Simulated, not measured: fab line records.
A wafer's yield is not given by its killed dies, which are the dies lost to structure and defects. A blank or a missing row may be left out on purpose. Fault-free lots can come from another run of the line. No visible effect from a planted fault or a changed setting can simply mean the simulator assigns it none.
fab line records	flow sky130
[record] lots = 11	wafers = 33	lastDay = 50
route steps=708 shown FIELD_ISO@16 DNWELL@44 VT_ADJUST_LVTN@118 VT_ADJUST_HVTR@141
lots that met no fault: from a run of the same line without faults
startH: the number of hours between the record's first day and the start of the first shown wafer of the lot	waitH: hours from the lot's prior step to this one	" unchanged from the row above	L1.1+2: a single row standing in for several wafers	- no value, or no start given	* or withheld: withheld	< > ~ a bound
route shown NAME@n: names a module that has steps shown in the file, with the first one's number in the route	usual: the fault-free wafers' mean and standard deviation	same: alike in all rows	chamber/n: place in a boat	sites: per-site readings	_std_site: the values' standard deviation	_edge_site: outer sites' mean less inner sites'	radiusMm: how far each site lies from the wafer's centre	mask NAME#n: copy n	behind: tool/chamber where the wafer was last shaped	hold: what put the lot on hold/how long, in hours/how the hold closed	device: which transistor (n, p or np) failed to switch	end of line: the tests these same wafers got at the end of their route	for a step that has no rows: nothing shown but its recipe	killed: the dies lost at the first sort to structure and to defects; this is not the yield of the wafer	map: shows each die of a wafer: x if killed, . if not, _ if none is there
set.NAME: setting as actually run; set.NAME@STEP: the setting as run at that earlier step	model.NAME: the simulator's own value behind a step, which no gauge read
route steps across a sampled set of lots; one table per step, one row per wafer
services: a tool's chamber out of use, with start hour (startH, from the record's first day; less than 0 if before it), hours out, and reason
[[steps]]
[step SKY_FIELD_ISO_ETCH_15]
[recipe] chemistry = CHF3/O2	targetDepthNm = 180	stopOn = Si	sourceW = 600	biasW = 200	pressureMtorr = 40	chf3FlowSccm = 50	O2_flow_sccm = 5	timeS = 72
[usual] drypumpMotorCurrentA = 5.8/0.39	oesProductAu = 0.945/0.006	runLengthS = 100.2/0.38	throttleValvePct = 8.843/0.0097
lot.wafer	tool	chamber	startH	waitH	drypumpMotorCurrentA	oesProductAu	rfHoursCounterH	runLengthS	throttleValvePct
L401.3	rieDiel-01	1	30.45	0.0	5.1	0.940	96	100.4	8.853
L401.4	"	3	"	"	5.7	0.942	90	100.6	8.839
L401.6	"	1	"	"	5.1	0.946	-	100.6	8.857
L403.3	rieDiel-03	1	40.90	0.0	5.9	0.957	5	100.0	8.837
L403.4	"	1	"	"	5.9	0.951	-	100.1	8.866
L403.6	"	0	"	"	5.6	0.947	-	99.8	8.845
L404.1	rieDiel-04	1	43.15	0.0	5.5	0.951	140	100.1	8.843
L404.4	"	2	"	"	6.3	0.935	82	100.7	8.859
L404.5	"	3	"	"	6.1	0.940	-	99.7	8.853
L411.1	rieDiel-01	2	80.89	0.0	6.2	0.999	6	92.5	8.861
L411.2	"	0	"	"	5.5	0.939	103	100.3	8.856
L411.6	"	0	"	"	5.5	1.000	-	93.4	8.851
L414.3	rieDiel-03	3	95.35	0.0	5.5	0.941	153	100.0	8.821
L414.4	"	2	"	"	6.4	0.951	80	100.8	8.852
L414.6	"	3	"	"	5.5	0.950	-	99.8	8.843
L415.1	rieDiel-03	1	101.55	0.0	5.9	0.958	6	99.7	8.845
L415.4	"	0	"	"	5.6	0.946	141	100.3	8.821
L415.6	"	0	"	"	5.6	0.950	-	100.1	8.843
L416.1	rieDiel-04	0	109.65	0.0	5.1	0.945	8	99.9	8.839
L416.5	"	2	"	"	6.2	0.944	-	100.6	8.840
L416.6	"	3	"	"	6.1	0.954	-	99.1	8.839
L418.3	rieDiel-03	3	117.95	0.0	5.5	0.942	153	100.0	8.855
L418.4	"	2	"	"	6.3	0.962	80	100.4	8.854
L418.6	"	2	"	"	6.3	0.952	-	100.1	8.876
L420.2	rieDiel-03	3	127.60	0.0	5.5	0.962	153	99.9	8.848
L420.5	"	3	"	"	5.5	0.941	-	100.3	8.842
L420.6	"	0	"	"	5.6	0.946	-	99.7	8.845
L423.2	rieDiel-03	1	143.50	0.0	5.9	0.947	7	100.5	8.838
L423.5	"	1	"	"	5.9	0.948	-	99.7	8.857
L423.6	"	0	"	"	5.6	0.946	-	99.7	8.849
L424.3	rieDiel-03	0	149.70	0.0	5.6	0.946	142	99.9	8.847
L424.5	"	2	"	"	6.3	0.952	-	100.5	8.853
L424.6	"	1	"	"	5.9	0.949	-	100.0	8.842
[step SKY_FIELD_ISO_STRIP_16]
[recipe] chemistry = O2/N2	powerW = 1400	pressureMtorr = 1500	platenTempC = withheld	o2FlowSccm = 3000	n2FlowSccm = 300	overashFraction = 0.5
[usual] drypumpMotorCurrentA = 5.7/0.33	n2FlowSccm = 300.0/0.94	oesProductAu = 0.378/0.0044	stripTimeToEndpointS = 3.540/0.028
[same] overashFraction = 0.5
lot.wafer	tool	chamber	startH	waitH	drypumpMotorCurrentA	n2FlowSccm	oesProductAu	rfHoursCounterH	stripTimeToEndpointS
L401.3	plasmaAsher-03	1	30.54	0.1	5.2	299.4	0.386	-	3.511
L401.4	"	0	"	"	6.2	300.6	0.375	-	3.519
L401.6	"	1	"	"	5.2	300.5	0.381	-	3.524
L403.3	plasmaAsher-04	0	40.99	0.1	5.7	300.9	0.383	-	3.531
L403.4	"	1	"	"	5.7	300.4	0.376	-	3.531
L403.6	"	1	"	"	5.7	298.9	0.372	-	3.536
L404.1	plasmaAsher-04	0	43.20	0.0	5.7	300.5	0.378	37	3.548
L404.4	"	0	"	"	5.7	301.2	0.371	-	3.548
L404.5	"	1	"	"	5.7	299.0	0.379	-	3.541
L411.1	plasmaAsher-04	1	80.95	0.0	5.7	300.4	0.380	41	3.659
L411.2	"	0	"	"	5.7	299.2	0.378	41	3.525
L411.6	"	0	"	"	5.7	299.9	0.378	-	3.712
L414.3	plasmaAsher-04	1	95.44	0.1	5.7	298.6	0.375	-	3.508
L414.4	"	0	"	"	5.7	299.1	0.384	-	3.553
L414.6	"	0	"	"	5.7	298.4	0.377	-	3.525
L415.1	plasmaAsher-02	0	101.61	0.0	5.3	300.5	0.384	43	3.529
L415.4	"	0	"	"	5.3	300.1	0.377	-	3.542
L415.6	"	1	"	"	6.0	299.5	0.376	-	3.532
L416.1	plasmaAsher-04	1	109.71	0.0	5.7	299.8	0.375	43	3.549
L416.5	"	1	"	"	5.7	299.8	0.385	-	3.542
L416.6	"	0	"	"	5.7	298.8	0.378	-	3.537
L418.3	plasmaAsher-02	1	118.04	0.1	6.1	300.0	0.382	-	3.546
L418.4	"	0	"	"	5.3	300.5	0.382	-	3.576
L418.6	"	1	"	"	6.1	299.7	0.378	-	3.565
L420.2	plasmaAsher-04	1	127.65	0.0	5.7	300.1	0.369	45	3.503
L420.5	"	0	"	"	5.7	300.2	0.384	-	3.497
L420.6	"	1	"	"	5.7	300.7	0.376	-	3.524
L423.2	plasmaAsher-02	1	143.56	0.0	6.1	300.6	0.374	2	3.607
L423.5	"	1	"	"	6.1	300.6	0.381	-	3.595
L423.6	"	0	"	"	5.2	300.5	0.382	-	3.574
L424.3	plasmaAsher-03	0	149.79	0.1	6.2	299.7	0.380	-	3.559
L424.5	"	0	"	"	6.2	299.6	0.380	-	3.571
L424.6	"	1	"	"	5.2	296.8	0.384	-	3.595
[step SKY_DNWELL_TW_MEAS_09]
[usual] DNWELL_TW = 1125/6.7
lot.wafer	tool	chamber	startH	waitH	DNWELL_TW
L401.3	filmMetro-04	-	55.11	0.1	1121
L401.4	"	-	"	"	1123
L401.6	"	-	"	"	1124
L404.1	filmMetro-02	-	68.54	0.1	1141
L404.4	"	-	"	"	1133
L404.5	"	-	"	"	1135
L403.3	filmMetro-03	-	68.91	0.1	1123
L403.4	"	-	"	"	1123
L403.6	"	-	"	"	1129
L411.1	filmMetro-02	-	107.79	0.1	1132
L411.2	"	-	"	"	1126
L411.6	"	-	"	"	1123
L414.3	filmMetro-04	-	123.20	0.1	1125
L414.4	"	-	"	"	1125
L414.6	"	-	"	"	1125
L415.1	filmMetro-03	-	126.09	0.1	1122
L415.4	"	-	"	"	1125
L415.6	"	-	"	"	1121
L416.1	filmMetro-02	-	134.69	0.1	1132
L416.5	"	-	"	"	1143
L416.6	"	-	"	"	1139
L418.3	filmMetro-02	-	145.50	0.1	1126
L418.4	"	-	"	"	1128
L418.6	"	-	"	"	1129
L420.2	filmMetro-03	-	156.00	0.1	1120
L420.5	"	-	"	"	1122
L420.6	"	-	"	"	1131
L423.2	filmMetro-03	-	185.54	0.1	1131
L423.5	"	-	"	"	1122
L423.6	"	-	"	"	1123
L424.3	filmMetro-03	-	188.86	0.1	1110
L424.5	"	-	"	"	1120
L424.6	"	-	"	"	1113
[step SKY_VT_ADJUST_LVTN_TW_MEAS_21]
[usual] VT_ADJUST_LVTN_2_TW = 189.5/1.4
lot.wafer	tool	chamber	startH	waitH	VT_ADJUST_LVTN_2_TW
L401.3	filmMetro-02	-	163.04	0.1	190.2
L401.4	"	-	"	"	190.4
L401.6	"	-	"	"	189.9
L404.1	filmMetro-02	-	179.47	0.1	189.3
L404.4	"	-	"	"	189.2
L404.5	"	-	"	"	189.6
L403.3	filmMetro-03	-	179.64	0.1	188.0
L403.4	"	-	"	"	188.1
L403.6	"	-	"	"	189.4
L411.1	filmMetro-02	-	228.62	0.1	190.4
L411.2	"	-	"	"	190.3
L411.6	"	-	"	"	191.4
L414.3	filmMetro-02	-	246.69	0.1	190.2
L414.4	"	-	"	"	190.5
L414.6	"	-	"	"	191.3
L415.1	filmMetro-02	-	250.42	0.1	190.6
L415.4	"	-	"	"	190.9
L415.6	"	-	"	"	189.4
L416.1	filmMetro-03	-	260.22	0.1	190.2
L416.5	"	-	"	"	190.0
L416.6	"	-	"	"	190.4
L418.3	filmMetro-02	-	271.64	0.1	190.2
L418.4	"	-	"	"	191.0
L418.6	"	-	"	"	189.1
L420.2	filmMetro-01	-	287.18	0.1	190.2
L420.5	"	-	"	"	191.0
L420.6	"	-	"	"	189.7
L423.2	filmMetro-02	-	324.08	0.1	190.0
L423.5	"	-	"	"	190.2
L423.6	"	-	"	"	189.2
L424.3	filmMetro-03	-	325.69	0.1	190.9
L424.5	"	-	"	"	191.1
L424.6	"	-	"	"	189.7
[step SKY_VT_ADJUST_HVTR_STRIP_10]
[recipe] chemistry = O2/N2	powerW = 1400	pressureMtorr = 1500	platenTempC = withheld	o2FlowSccm = 3000	n2FlowSccm = 300	overashFraction = 0.5
[usual] drypumpMotorCurrentA = 5.73/0.22	n2FlowSccm = 300.0/0.88	oesProductAu = 0.715/0.0041	stripTimeToEndpointS = 14.16/0.041
[same] overashFraction = 0.5
lot.wafer	tool	chamber	startH	waitH	drypumpMotorCurrentA	n2FlowSccm	oesProductAu	rfHoursCounterH	stripTimeToEndpointS
L401.3	plasmaAsher-04	0	204.88	0.1	5.68	299.4	0.717	-	14.15
L401.4	"	1	"	"	5.75	299.2	0.709	-	14.14
L401.6	"	0	"	"	5.68	300.8	0.714	-	14.15
L404.1	plasmaAsher-02	1	222.64	0.1	6.06	301.1	0.717	10	14.17
L404.4	"	1	"	"	6.08	301.1	0.715	-	14.21
L404.5	"	0	"	"	5.27	300.2	0.716	-	14.22
L403.3	plasmaAsher-02	0	223.53	0.1	5.27	299.8	0.715	-	14.10
L403.4	"	1	"	"	6.07	299.4	0.709	-	14.12
L403.6	"	1	"	"	6.07	299.5	0.719	-	14.14
L411.1	plasmaAsher-01	0	272.99	0.1	5.71	299.5	0.714	56	14.12
L411.2	"	1	"	"	5.91	299.7	0.709	56	14.11
L411.6	"	0	"	"	5.69	299.0	0.714	-	14.17
L414.3	plasmaAsher-01	0	291.98	0.1	5.70	300.8	0.722	-	14.15
L414.4	"	1	"	"	5.90	300.8	0.712	-	14.14
L414.6	"	1	"	"	5.90	299.0	0.711	-	14.17
L415.1	plasmaAsher-04	1	297.24	0.1	5.71	298.0	0.715	61	14.24
L415.4	"	0	"	"	5.70	301.2	0.713	-	14.18
L415.6	"	0	"	"	5.66	300.5	0.716	-	14.19
L416.1	plasmaAsher-02	0	309.24	0.1	5.28	300.4	0.708	18	14.20
L416.5	"	0	"	"	5.24	299.1	0.716	-	14.17
L416.6	"	1	"	"	6.11	298.3	0.709	-	14.18
L418.3	plasmaAsher-04	0	321.58	0.1	5.67	299.5	0.724	-	14.15
L418.4	"	1	"	"	5.71	301.7	0.721	-	14.12
L418.6	"	1	"	"	5.69	300.1	0.719	-	14.16
L420.2	plasmaAsher-02	0	335.79	0.1	5.29	299.3	0.716	21	14.14
L420.5	"	1	"	"	6.07	300.1	0.714	-	14.18
L420.6	"	0	"	"	5.27	299.4	0.718	-	14.12
L423.2	plasmaAsher-02	1	378.84	0.1	6.08	299.9	0.713	25	14.19
L423.5	"	1	"	"	6.07	300.4	0.710	-	14.24
L423.6	"	0	"	"	5.25	299.0	0.712	-	14.17
L424.3	plasmaAsher-04	1	379.71	0.1	5.74	298.9	0.715	-	14.16
L424.5	"	0	"	"	5.69	299.2	0.711	-	14.13
L424.6	"	1	"	"	5.72	298.9	0.712	-	14.17
[[services]]
tool	chamber	startH	hours	kind
rieDiel-04	-	8.06	2.8	pm
rieDiel-03	-	11.06	0.4	repair
plasmaAsher-01	-	26.47	1.9	repair
plasmaAsher-01	-	32.63	1.6	repair
plasmaAsher-01	-	35.59	2.5	repair
rieDiel-03	3	36.12	8.3	repair
rieDiel-03	1	41.05	5.4	repair
rieDiel-04	3	48.30	19.8	repair
rieDiel-03	-	83.62	3.6	repair
plasmaAsher-04	-	89.30	3.9	repair
rieDiel-04	1	90.41	9.2	repair
plasmaAsher-02	-	108.75	9.0	pm
rieDiel-01	-	113.39	0.3	repair
rieDiel-04	3	121.36	2.9	repair
rieDiel-03	0	138.39	3.4	repair
rieDiel-03	2	173.08	3.1	repair
rieDiel-03	1	184.52	5.2	repair
rieDiel-03	-	199.65	0.7	repair
rieDiel-01	2	206.38	8.7	repair
rieDiel-03	1	220.26	9.4	repair
rieDiel-03	1	250.64	4.3	repair
plasmaAsher-02	-	279.06	2.4	repair
rieDiel-03	0	329.24	1.9	repair
rieDiel-03	3	331.87	11.5	repair
[[key]]
[firstSign] step = SKY_FIELD_ISO_ETCH_15	reading = runLengthS	direction = down	sigmas = 19	usual = *	struck = *
[effect] step = SKY_FIELD_ISO_ETCH_15	reading = oesProductAu	direction = up	sigmas = 9.1	usual = 0.945	struck = 1.000
[effect] step = SKY_FIELD_ISO_STRIP_16	reading = stripTimeToEndpointS	direction = up	sigmas = 5.2	usual = *	struck = *
metAt SKY_FIELD_ISO_ETCH_15
struckLots L411
struckWafers L411.1,L411.6
testerLeftOut L411
notActingAt SKY_DNWELL_TW_MEAS_09,SKY_VT_ADJUST_LVTN_TW_MEAS_21,SKY_VT_ADJUST_HVTR_STRIP_10
onsetBetween 30.45 80.89
[fault] kind = processParameterDrift	tool = rieDiel-01	chamber = -	onsetH = 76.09	steps = SKY_FIELD_ISO_ETCH_15	channel = timeS	offset = *	shape = step	endH = 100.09	scope = struckWafersOnly	actsIn = *	stated = *
// testerLeftOut: of these lots the tester's yield and bins aren't shown, on N5 and GAA mostly nor the transistor test; their killed dies are dies lost to structure and defects alone, not to doping, threshold or leakage, so they don't give the yield
